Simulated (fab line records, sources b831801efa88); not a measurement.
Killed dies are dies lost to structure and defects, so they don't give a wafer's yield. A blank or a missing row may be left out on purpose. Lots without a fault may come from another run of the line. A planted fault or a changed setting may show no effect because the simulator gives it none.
Which tool did it? | flow gf180mcu | 11 lots, 33 wafers sampled, at 2 steps of a route of 602

WHAT THE GAUGES READ, wafer by wafer
GF_M4_RS_MEAS_05: measures by four-point-probe.
lot  | measured     | on            | M4_ALCU_RS (ohm/sq)
L722 | day 22 18:02 | film_metro-01 | 0.0694 0.0700 0.0691
L723 | day 22 18:49 | film_metro-01 | 0.0689 0.0690 0.0688
L726 | day 25 22:35 | film_metro-02 | 0.0687 0.0673 0.0678
L727 | day 26 01:22 | film_metro-01 | 0.0702 0.0707 0.0691
L729 | day 26 06:03 | film_metro-01 | 0.0694 0.0696 0.0694
L731 | day 26 09:10 | film_metro-01 | 0.0690 0.0693 0.0698
L737 | day 28 09:30 | film_metro-03 | 0.0699 0.0696 0.0687
L738 | day 28 18:52 | film_metro-01 | 0.0692 0.0684 0.0682
L739 | day 29 07:37 | film_metro-03 | 0.0674 0.0673 0.0683
L741 | day 29 15:16 | film_metro-01 | 0.0697 0.0691 0.0696
L743 | day 30 01:50 | film_metro-03 | 0.0684 0.0683 0.0688

WHICH TOOL RAN EACH LOT (tool, then ch and the chambers of the sampled wafers, then the start)
lot  | GF_M4_SPUTTER_03
L722 | pvd_sputter-01, day 22 17:57
L723 | pvd_sputter-02, day 22 18:44
L726 | pvd_sputter-02, day 25 22:30
L727 | pvd_sputter-02, day 26 01:18
L729 | pvd_sputter-02, day 26 05:59
L731 | pvd_sputter-01, day 26 09:06
L737 | pvd_sputter-02, day 28 09:25
L738 | pvd_sputter-01, day 28 18:48
L739 | pvd_sputter-02, day 29 07:32
L741 | pvd_sputter-02, day 29 15:11
L743 | pvd_sputter-02, day 30 01:45
- GF_M4_SPUTTER_03: material Ti, target thk 10 nm, time 6.7 s.

WHAT THE TOOLS THEMSELVES READ (means of the sampled wafers that have a number; where no wafer has one, the mark that the record gives instead)
GF_M4_SPUTTER_03.
lot  | tool           | throttle_valve_pct (%)
L722 | pvd_sputter-01 | 29.2
L723 | pvd_sputter-02 | 29.9
L726 | pvd_sputter-02 | 29.4
L727 | pvd_sputter-02 | 29.9
L729 | pvd_sputter-02 | 30.0
L731 | pvd_sputter-01 | 29.5
L737 | pvd_sputter-02 | 29.5
L738 | pvd_sputter-01 | 29.2
L739 | pvd_sputter-02 | 29.5
L741 | pvd_sputter-02 | 29.7
L743 | pvd_sputter-02 | 29.5

THE ANSWER, worked out from the rows above alone
Rule: what is usual is taken from the lots themselves. Put in order of their means at a reading, lots are off if they are a third of the lots or fewer, leave a main group of 4 or more, and stand apart from it by a gap of 3 or more times the standard deviation of the main group's means; of several such gaps the widest counts. A main group whose means are all the same, to the digits that the tables above print for the reading, isn't used. A lot without any number at a reading at which 4 lots or more have one is off too. The other lots that the step has rows for count as sound. The gauges are gone through in route order, then the tools' own readings, and for those a lot's mean is taken as printed above. The first step at which some lot is off is used, and at that step the reading that is off furthest; a lot without a number counts as furthest.
No lot is off at any reading shown: from this, nothing can be told.

WHAT THE SIMULATOR HAD PUT IN
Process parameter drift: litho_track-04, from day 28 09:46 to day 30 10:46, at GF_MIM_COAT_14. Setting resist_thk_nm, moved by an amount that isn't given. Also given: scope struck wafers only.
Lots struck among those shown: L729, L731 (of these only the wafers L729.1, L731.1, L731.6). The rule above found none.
